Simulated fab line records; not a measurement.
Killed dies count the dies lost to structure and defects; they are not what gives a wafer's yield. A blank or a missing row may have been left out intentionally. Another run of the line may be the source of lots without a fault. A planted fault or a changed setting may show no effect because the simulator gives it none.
fab line records	flow sfqLine
[record] lots = 14	wafers = 42	lastDay = 87
route steps=325 shown I2@113 I4@165 JJ@182
lots untouched by any fault: they come from a run of this same line in which no faults occurred
startH: start of the lot's first displayed wafer, in hours after the record's first day	waitH: hours from the lot's prior step to this one	" the same as in the row above	L1.1+2: several wafers, shown together as one row	- either no value or no given start	* or withheld: withheld	< > ~ a bound
route shown NAME@n: a module of which the file shows steps, and the number in the route of the first	usual: average and standard deviation across the fault-free wafers	same: alike in all rows	chamber/n: place in a boat	sites: readings site by site	_std_site: standard deviation of those values	_edge_site: mean of outer sites minus mean of inner sites	radiusMm: how far each site lies from the wafer's centre	mask NAME#n: copy n	behind: the tool/chamber that last shaped the wafer	hold: cause of the lot's hold/its duration in hours/its outcome	device: transistor that didn't switch, given as n, p or np	end of line: tests run on the same wafers once the route is complete	where a step has no rows: the recipe by itself	killed: the dies lost at the first sort to structure and to defects; this is not the yield of the wafer	map: a wafer's dies, marking killed ones x, the rest . and places with no die _
set.NAME: setting as actually run; set.NAME@STEP: the setting as run at that earlier step	model.NAME: the simulator's own value behind a step, which no gauge read
route steps across a sampled set of lots; one table per step, one row per wafer
services: when a tool's chamber went out of use (startH, in hours from the record's first day, below 0 if earlier), for how many hours, and the reason
[[steps]]
[step SFQ_I2_OVL_MEAS_918]
[usual] I2_OVL = 0/4.3
lot.wafer	tool	chamber	startH	waitH	I2_OVL[nm]
L248.4	overlay-02	-	701.24	0.1	-1
L248.5	"	-	"	"	0
L248.6	"	-	"	"	3
L249.1	overlay-02	-	713.22	0.1	4
L249.2	"	-	"	"	3
L249.3	"	-	"	"	-6
L250.1	overlay-02	-	778.18	0.1	4
L250.2	"	-	"	"	6
L250.6	"	-	"	"	1
L251.1	overlay-01	-	781.78	0.1	7
L251.2	"	-	"	"	4
L251.4	"	-	"	"	0
L254.1	overlay-01	-	916.03	0.1	-3
L254.4	"	-	"	"	-3
L254.6	"	-	"	"	4
L255.1	overlay-01	-	924.56	0.1	12
L255.5	"	-	"	"	4
L255.6	"	-	"	"	0
L260.2	overlay-02	-	983.72	0.1	5
L260.3	"	-	"	"	0
L260.5	"	-	"	"	4
L263.1	overlay-01	-	998.23	0.1	-3
L263.2	"	-	"	"	-3
L263.3	"	-	"	"	-1
L266.1	overlay-02	-	1030.79	0.1	-5
L266.4	"	-	"	"	-4
L266.5	"	-	"	"	2
L267.3	overlay-01	-	1038.00	0.1	-3
L267.4	"	-	"	"	4
L267.6	"	-	"	"	3
L268.1	overlay-01	-	1046.39	0.1	-7
L268.4	"	-	"	"	-10
L268.5	"	-	"	"	-3
L269.2	overlay-02	-	1057.20	0.1	-5
L269.3	"	-	"	"	-1
L269.5	"	-	"	"	-2
L270.2	overlay-01	-	1068.00	0.1	-7
L270.4	"	-	"	"	2
L270.6	"	-	"	"	-2
L271.1	overlay-02	-	1075.19	0.1	-1
L271.3	"	-	"	"	-4
L271.5	"	-	"	"	-10
[step SFQ_I4_BOW_MEAS_927]
[recipe] mode = bow
[usual] I4_BOW = 6/8.3
lot.wafer	tool	chamber	startH	waitH	I4_BOW[um]
L248.4	filmMetro-03	-	863.80	1.6	11
L248.5	"	-	"	"	10
L248.6	"	-	"	"	8
L249.1	filmMetro-04	-	864.21	1.5	12
L249.2	"	-	"	"	7
L249.3	"	-	"	"	11
L250.1	filmMetro-03	-	944.06	2.0	5
L250.2	"	-	"	"	13
L250.6	"	-	"	"	1
L251.1	filmMetro-03	-	952.08	1.0	9
L251.2	"	-	"	"	14
L251.4	"	-	"	"	9
L254.1	filmMetro-04	-	1079.45	2.5	1
L254.4	"	-	"	"	14
L254.6	"	-	"	"	2
L255.1	filmMetro-03	-	1084.25	1.0	0
L255.5	"	-	"	"	-7
L255.6	"	-	"	"	-5
L260.2	filmMetro-03	-	1151.99	1.5	5
L260.3	"	-	"	"	5
L260.5	"	-	"	"	-6
L263.1	filmMetro-03	-	1167.47	1.5	2
L263.2	"	-	"	"	2
L263.3	"	-	"	"	3
L266.1	filmMetro-03	-	1219.61	1.0	23
L266.4	"	-	"	"	4
L266.5	"	-	"	"	7
L267.3	filmMetro-03	-	1222.65	2.0	10
L267.4	"	-	"	"	10
L267.6	"	-	"	"	20
L268.1	filmMetro-04	-	1223.57	1.0	-5
L268.4	"	-	"	"	3
L268.5	"	-	"	"	11
L269.2	filmMetro-03	-	1226.59	1.5	4
L269.3	"	-	"	"	13
L269.5	"	-	"	"	6
L270.2	filmMetro-02	-	1232.59	1.5	-14
L270.4	"	-	"	"	1
L270.6	"	-	"	"	3
L271.1	filmMetro-04	-	1234.61	2.5	4
L271.3	"	-	"	"	-1
L271.5	"	-	"	"	4
[step SFQ_TRILAYER_JJ_TRILAYER_DEP_SPUTTER_112]
[recipe] material = Nb	basePressurePa = 1.33e-06	chamberPressurePa = 0.1333	substrateTempC = 20	targetThkNm = 170	powerW = 2000	timeS = 113.3
[usual] throttleValvePct = 30.1/0.61
lot.wafer	tool	chamber	startH	waitH	throttleValvePct
L248.4	pvdSputter-05	-	1008.72	0.5	29.5
L248.5	"	-	"	"	30.1
L248.6	"	-	"	"	30.2
L249.1	pvdSputter-03	-	1010.52	0.5	30.9
L249.2	"	-	"	"	30.5
L249.3	"	-	"	"	31.0
L250.1	pvdSputter-03	-	1088.68	0.5	30.9
L250.2	"	-	"	"	30.7
L250.6	"	-	"	"	30.2
L251.1	pvdSputter-04	-	1096.48	0.5	29.2
L251.2	"	-	"	"	30.7
L251.4	"	-	"	"	29.1
L254.1	pvdSputter-04	-	1191.59	0.5	29.2
L254.4	"	-	"	"	30.5
L254.6	"	-	"	"	29.0
L255.1	pvdSputter-05	-	1221.16	0.5	29.6
L255.5	"	-	"	"	30.3
L255.6	"	-	"	"	29.6
L260.2	pvdSputter-04	-	1285.99	0.5	30.8
L260.3	"	-	"	"	30.7
L260.5	"	-	"	"	30.5
L263.1	pvdSputter-04	-	1302.82	0.5	30.8
L263.2	"	-	"	"	29.2
L263.3	"	-	"	"	30.3
L266.1	pvdSputter-03	-	1363.04	0.5	30.7
L266.4	"	-	"	"	31.1
L266.5	"	-	"	"	30.9
L267.3	pvdSputter-05	-	1367.84	0.5	29.7
L267.4	"	-	"	"	30.4
L267.6	"	-	"	"	29.5
L268.1	pvdSputter-03	-	1369.04	0.5	31.0
L268.4	"	-	"	"	30.6
L268.5	"	-	"	"	30.1
L269.2	pvdSputter-05	-	1370.24	0.5	29.5
L269.3	"	-	"	"	29.5
L269.5	"	-	"	"	30.2
L270.2	pvdSputter-05	-	1382.15	0.5	30.4
L270.4	"	-	"	"	30.2
L270.6	"	-	"	"	30.5
L271.1	pvdSputter-03	-	1383.37	0.5	30.3
L271.3	"	-	"	"	30.7
L271.5	"	-	"	"	30.3
[step SFQ_JJ_RS_MEAS_929]
[recipe] thkMeasGauge = four-point-probe	reads = Nb_of_TRILAYER_JJ_TRILAYER_DEP_SPUTTER_112
[usual] JJ_NB_RS = 1.047/0.01
lot.wafer	tool	chamber	startH	waitH	hold	JJ_NB_RS[ohm/sq]
L248.4	filmMetro-03	-	1008.86	0.1	-	1.032
L248.5	"	-	"	"	-	1.031
L248.6	"	-	"	"	-	1.028
L249.1	filmMetro-01	-	1010.60	0.0	-	1.037
L249.2	"	-	"	"	-	1.041
L249.3	"	-	"	"	-	1.037
L250.1	filmMetro-03	-	1088.76	0.0	-	1.041
L250.2	"	-	"	"	-	1.075
L250.6	"	-	"	"	-	1.069
L251.1	filmMetro-04	-	1096.56	0.0	-	1.039
L251.2	"	-	"	"	-	1.041
L251.4	"	-	"	"	-	1.042
L254.1	filmMetro-03	-	1191.67	0.0	-	1.061
L254.4	"	-	"	"	-	1.049
L254.6	"	-	"	"	-	1.062
L255.1	filmMetro-04	-	1221.24	0.0	-	1.047
L255.5	"	-	"	"	-	1.036
L255.6	"	-	"	"	-	1.059
L260.2	filmMetro-04	-	1286.08	0.1	awaitDispo/0.2h/release	1.056
L260.3	"	-	"	"	awaitDispo/0.2h/release	0.982
L260.5	"	-	"	"	awaitDispo/0.2h/release	1.054
L260.2	filmMetro-04	-	1286.37	0.3	-	1.053
L260.3	"	-	"	"	-	0.983
L260.5	"	-	"	"	-	1.054
L263.1	filmMetro-01	-	1302.90	0.0	awaitDispo/0.2h/release	1.049
L263.2	"	-	"	"	awaitDispo/0.2h/release	1.059
L263.3	"	-	"	"	awaitDispo/0.2h/release	0.984
L263.1	filmMetro-01	-	1303.19	0.3	-	1.052
L263.2	"	-	"	"	-	1.057
L263.3	"	-	"	"	-	0.982
L266.1	filmMetro-01	-	1363.12	0.0	-	1.051
L266.4	"	-	"	"	-	1.033
L266.5	"	-	"	"	-	1.026
L267.3	filmMetro-01	-	1367.96	0.1	-	1.048
L267.4	"	-	"	"	-	1.049
L267.6	"	-	"	"	-	1.061
L268.1	filmMetro-03	-	1369.12	0.0	-	1.028
L268.4	"	-	"	"	-	1.045
L268.5	"	-	"	"	-	1.049
L269.2	filmMetro-01	-	1370.34	0.1	-	1.052
L269.3	"	-	"	"	-	1.059
L269.5	"	-	"	"	-	1.040
L270.2	filmMetro-03	-	1382.25	0.1	-	1.048
L270.4	"	-	"	"	-	1.045
L270.6	"	-	"	"	-	1.041
L271.1	filmMetro-01	-	1383.45	0.0	-	1.046
L271.3	"	-	"	"	-	1.041
L271.5	"	-	"	"	-	1.043
[step SFQ_TRILAYER_JJ_CE_BARC_OPEN_RIE_150]
[recipe] maskMaterial = PR	chemistry = O2	targetDepthNm = 240	target = BARC	icpW = 600	biasW = 80	pressureMtorr = 10	timeS = 80
[usual] drypumpMotorCurrentA = 5.6/0.38	oesProductAu = 0.538/0.0045	rfFwdPowerW = 596.1/2.1
lot.wafer	tool	chamber	startH	waitH	drypumpMotorCurrentA	oesProductAu	rfFwdPowerW	rfHoursCounterH
L248.4	rieMetal-04	0	1014.78	0.4	5.6	0.533	600.9	-
L248.5	"	1	"	"	5.7	0.534	594.6	-
L248.6	"	0	"	"	5.6	0.533	596.0	-
L249.1	rieMetal-04	0	1015.95	1.0	5.6	0.531	597.2	105
L249.2	"	1	"	"	5.7	0.537	596.1	84
L249.3	"	0	"	"	5.6	0.544	594.3	-
L250.1	rieMetal-04	1	1107.73	1.0	5.7	0.531	594.6	97
L250.2	"	0	"	"	5.6	0.546	598.9	118
L250.6	"	1	"	"	5.7	0.536	592.4	-
L251.1	rieMetal-01	1	1108.93	1.0	6.0	0.535	598.5	2
L251.2	"	0	"	"	5.2	0.537	594.7	128
L251.4	"	0	"	"	5.2	0.542	593.7	-
L254.1	rieMetal-04	1	1208.25	1.0	5.6	0.539	596.8	112
L254.4	"	1	"	"	5.7	0.532	597.0	-
L254.6	"	1	"	"	5.6	0.543	597.8	-
L255.1	rieMetal-04	1	1224.91	1.0	5.7	0.542	596.6	115
L255.5	"	0	"	"	5.6	0.543	593.6	-
L255.6	"	1	"	"	5.7	0.536	594.0	-
L260.2	rieMetal-04	0	1295.58	2.2	5.6	0.536	600.6	-
L260.3	"	0	"	"	5.6	0.538	600.3	-
L260.5	"	0	"	"	5.6	0.540	597.9	-
L263.1	rieMetal-01	1	1311.30	1.0	6.0	0.542	594.3	36
L263.2	"	0	"	"	5.2	0.536	592.7	20
L263.3	"	1	"	"	6.0	0.540	597.7	-
L266.1	rieMetal-01	1	1366.78	1.0	6.0	0.548	594.0	45
L266.4	"	1	"	"	6.0	0.537	596.2	-
L266.5	"	1	"	"	6.0	0.539	595.5	-
L267.3	rieMetal-03	1	1371.61	0.6	4.8	0.542	598.5	-
L267.4	"	0	"	"	6.1	0.537	595.4	-
L267.6	"	1	"	"	4.8	0.540	598.6	-
L268.1	rieMetal-04	1	1373.98	1.0	5.7	0.539	595.5	11
L268.4	"	1	"	"	5.6	0.537	596.7	-
L268.5	"	1	"	"	5.7	0.533	597.4	-
L269.2	rieMetal-04	0	1375.28	0.8	5.6	0.531	598.7	27
L269.3	"	1	"	"	5.7	0.532	595.8	-
L269.5	"	1	"	"	5.7	0.534	594.2	-
L270.2	rieMetal-04	1	1386.07	0.8	5.7	0.537	596.3	12
L270.4	"	1	"	"	5.6	0.535	596.8	-
L270.6	"	0	"	"	5.6	0.531	595.8	-
L271.1	rieMetal-03	1	1387.27	1.0	4.8	0.537	596.7	80
L271.3	"	0	"	"	6.1	0.539	595.9	-
L271.5	"	0	"	"	6.1	0.543	594.9	-
[[services]]
tool	chamber	startH	hours	kind
rieMetal-01	1	996.87	20.7	repair
pvdSputter-04	-	1002.50	6.2	repair
rieMetal-03	-	1008.53	0.7	repair
pvdSputter-05	-	1026.93	9.9	repair
rieMetal-03	-	1049.87	1.4	pm
pvdSputter-04	-	1060.47	2.2	repair
pvdSputter-04	-	1074.03	1.0	repair
rieMetal-01	-	1115.71	0.1	repair
pvdSputter-05	-	1119.42	13.2	repair
pvdSputter-03	-	1157.55	2.3	repair
pvdSputter-03	-	1158.26	3.1	repair
rieMetal-03	1	1162.63	31.6	repair
pvdSputter-05	-	1168.91	9.6	repair
rieMetal-04	0	1191.72	-	clean
rieMetal-04	0	1191.72	-	consumableReplace:focusRing
pvdSputter-05	-	1200.09	2.7	repair
rieMetal-03	-	1231.48	1.2	repair
pvdSputter-03	-	1237.27	8.5	repair
rieMetal-01	-	1241.57	1.2	repair
pvdSputter-03	-	1322.08	4.7	repair
rieMetal-01	-	1330.73	0.8	repair
pvdSputter-04	-	1359.21	25.2	repair
rieMetal-01	0	1364.01	4.2	repair
pvdSputter-04	-	1373.23	3.4	repair
[[key]]
[firstSign] step = SFQ_JJ_RS_MEAS_929	reading = visit	direction = added
[effect] step = SFQ_JJ_RS_MEAS_929	reading = JJ_NB_RS	direction = down	sigmas = 6.3	usual = 1.047	struck = 0.983
metAt SFQ_TRILAYER_JJ_TRILAYER_DEP_SPUTTER_112
struckLots L260,L263
struckWafers L260.3,L263.3
notActingAt SFQ_I2_OVL_MEAS_918,SFQ_I4_BOW_MEAS_927,SFQ_TRILAYER_JJ_CE_BARC_OPEN_RIE_150
onsetBetween 1191.59 1285.99
[fault] kind = processParameterDrift	tool = pvdSputter-04	chamber = -	onsetH = 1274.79	steps = SFQ_TRILAYER_JJ_TRILAYER_DEP_SPUTTER_112	channel = timeS	offset = *	shape = step	endH = 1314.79	scope = struckWafersOnly	actsIn = *	stated = *
